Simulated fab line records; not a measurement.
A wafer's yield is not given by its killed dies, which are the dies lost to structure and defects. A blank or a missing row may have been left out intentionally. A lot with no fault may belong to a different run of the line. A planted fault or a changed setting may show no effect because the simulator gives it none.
Which tool did it?	flow gf180mcu	6 lots, 18 wafers sampled, at 3 steps of a route of 602

WHAT THE GAUGES SHOWED, per wafer
GF_VT_IMPLANT_RS_MEAS_48: the measuring method here is four-point-probe.
lot	measured	on	LVPWELL_RS (ohm/sq)
L687	day 8 21:04	filmMetro-02	1202 1199 1199
L690	day 10 01:38	filmMetro-04	1200 1203 1199
L698	day 12 00:57	filmMetro-02	1167 1167 1165
L699	day 12 16:16	filmMetro-04	1170 1172 1175
L703	day 13 10:09	filmMetro-01	1198 1194 1197
L705	day 14 01:05	filmMetro-02	1201 1197 1199

WHICH TOOL RAN EACH LOT (tool, then ch and the chambers of the sampled wafers, then the start)
lot	GF_NWELL_STRIP_10	GF_LVPWELL_IMPLANT_08
L687	plasmaAsher-02 ch 0,1, day 4 12:07	implanter-03 ch 0, day 5 00:53
L690	plasmaAsher-02 ch 0,1, day 5 08:34	implanter-02 ch 0, day 5 22:58
L698	plasmaAsher-04 ch 0,1, day 7 00:46	implanter-04 ch 0, day 7 16:38
L699	plasmaAsher-04 ch 0,1, day 7 11:49	implanter-04 ch 0, day 8 03:35
L703	plasmaAsher-04 ch 0,1, day 8 03:28	implanter-02 ch 0, day 8 19:34
L705	plasmaAsher-02 ch 0,1, day 8 16:08	implanter-03 ch 0, day 9 08:44
- GF_NWELL_STRIP_10: strips in O2/N2.
- GF_LVPWELL_IMPLANT_08

THE ANSWER, worked out from the rows above alone
Rule: what is usual is taken from the lots themselves. Put in order of their means at a reading, lots are off if they are a third of the lots or fewer, leave a main group of 4 or more, and stand apart from it by a gap of 3 or more times the standard deviation of the main group's means; of several such gaps the widest counts. A main group is skipped when, at the precision printed for the reading in the tables above, its means are all equal. A lot without any number at a reading at which 4 lots or more have one is off too. The other lots that the step has rows for count as sound.
Off: L698, L699, seen at GF_VT_IMPLANT_RS_MEAS_48 (LVPWELL_RS). The main group: mean 1199 ohm/sq, standard deviation 1.6.
If a tool, at a process step before that reading, ran all the lots that are off and no sound lot after the first of them, it fits. The gauges at GF_VT_IMPLANT_RS_MEAS_48 are tried like those tools. One candidate fits, namely implanter-04 at GF_LVPWELL_IMPLANT_08. It ran no sound lot before its first lot that is off in this sample, so the start can't be narrowed down.

WHAT THE SIMULATOR HAD INSERTED
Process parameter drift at GF_LVPWELL_IMPLANT_08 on implanter-04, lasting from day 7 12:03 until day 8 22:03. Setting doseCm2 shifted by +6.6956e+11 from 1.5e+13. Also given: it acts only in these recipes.
Lots struck among those shown: L698, L699. The rule above found the same.
